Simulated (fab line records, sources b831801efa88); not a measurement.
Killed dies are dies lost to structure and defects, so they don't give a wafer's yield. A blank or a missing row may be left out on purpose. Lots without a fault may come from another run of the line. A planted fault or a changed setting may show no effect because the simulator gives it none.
Split-lot experiment | flow sky130 | 5 lots, 23 wafers read, on a route of 708 steps

THE SPLIT
At SKY_VIA1_SPUTTER_20 (material TiN, target thk 20 nm, time 80 s), the setting power_w was moved away from the recipe's 4000 W on 5 of the 23 wafers read, by -11.1% to +3.2%. The other wafers ran this setting at the recipe's value.

The reading is taken at the split's own step.

THE READING
TiN_of_VIA1_SPUTTER_20.thk_nm (the simulator's own value, which no gauge read), in nm, at SKY_VIA1_SPUTTER_20 (material TiN, target thk 20 nm, time 80 s). The file gives no usual value for it. The 18 wafers here that ran the recipe average 20.20 nm, standard deviation 0.24 nm.

wafer  | tool, chamber at the split | power_w as run, W | against the recipe | TiN_of_VIA1_SPUTTER_20.thk_nm, nm | against lot-mates on the recipe
L074.1 | pvd_sputter-04, -          | 4000              | recipe             | 20.7                              | -
L074.3 | pvd_sputter-04, -          | 3558              | -11.1%             | 18.18                             | -2.47
L074.4 | pvd_sputter-04, -          | 4000              | recipe             | 20.6                              | -
L074.5 | pvd_sputter-04, -          | 3558              | -11.1%             | 18.34                             | -2.31
L074.6 | pvd_sputter-04, -          | 3558              | -11.1%             | 18.16                             | -2.49
L079.4 | pvd_sputter-03, -          | 4000              | recipe             | 20.38                             | -
L079.5 | pvd_sputter-03, -          | 4000              | recipe             | 20.39                             | -
L079.6 | pvd_sputter-03, -          | 4000              | recipe             | 20.02                             | -
L082.1 | pvd_sputter-01, -          | 4000              | recipe             | 20.03                             | -
L082.2 | pvd_sputter-01, -          | 4000              | recipe             | 20.02                             | -
L082.4 | pvd_sputter-01, -          | 4000              | recipe             | 20.24                             | -
L082.5 | pvd_sputter-01, -          | 4000              | recipe             | 20.23                             | -
L082.6 | pvd_sputter-01, -          | 4000              | recipe             | 20.15                             | -
L083.1 | pvd_sputter-03, -          | 4000              | recipe             | 20.61                             | -
L083.2 | pvd_sputter-03, -          | 4000              | recipe             | 19.96                             | -
L083.3 | pvd_sputter-03, -          | 4130              | +3.2%              | 20.73                             | +0.47
L083.4 | pvd_sputter-03, -          | 4000              | recipe             | 20.22                             | -
L083.5 | pvd_sputter-03, -          | 4130              | +3.2%              | 20.65                             | +0.39
L084.1 | pvd_sputter-04, -          | 4000              | recipe             | 20.01                             | -
L084.2 | pvd_sputter-04, -          | 4000              | recipe             | 20.17                             | -
L084.3 | pvd_sputter-04, -          | 4000              | recipe             | 20                                | -
L084.5 | pvd_sputter-04, -          | 4000              | recipe             | 19.79                             | -
L084.6 | pvd_sputter-04, -          | 4000              | recipe             | 20.09                             | -

THE FIT
A straight line over all 23 wafers: TiN_of_VIA1_SPUTTER_20.thk_nm changes by +0.176 nm for each +1% of power_w; r = +0.95; the points scatter about the line by 0.23 nm.
The same after taking each lot's own level away (the mean of its wafers on the recipe; 23 wafers): +0.212 nm for each +1%; r = +0.98; scatter 0.17 nm.
On that fit, the largest move of power_w shifts the reading by 2.3 nm.
The lots' own levels span 20.012 to 20.650 nm, that is 2.6 times the standard deviation above.
So the lot-to-lot level changes the slope: the two fits differ.
Check: with one of the wafers moved furthest among these (-11.1%) left out of the fit, the line predicts -2.34 nm for it against its lot-mates. It came out at -2.47 nm against them.

OTHER SPLITS ON THESE WAFERS
These wafers also went through other splits before the reading. Each is held against what the fit with the lots' levels taken away leaves over:
other split on the same wafers | wafers away from the commonest value | r with TiN_of_VIA1_SPUTTER_20.thk_nm (lot level and that fit taken away)
SKY_VIA1_COAT_07 spin_rpm      | 8                                    | +0.00

THE FILE'S OWN FIT
TiN_of_VIA1_SPUTTER_20.thk_nm changes by +0.212 nm for each +1% of power_w, r = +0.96.
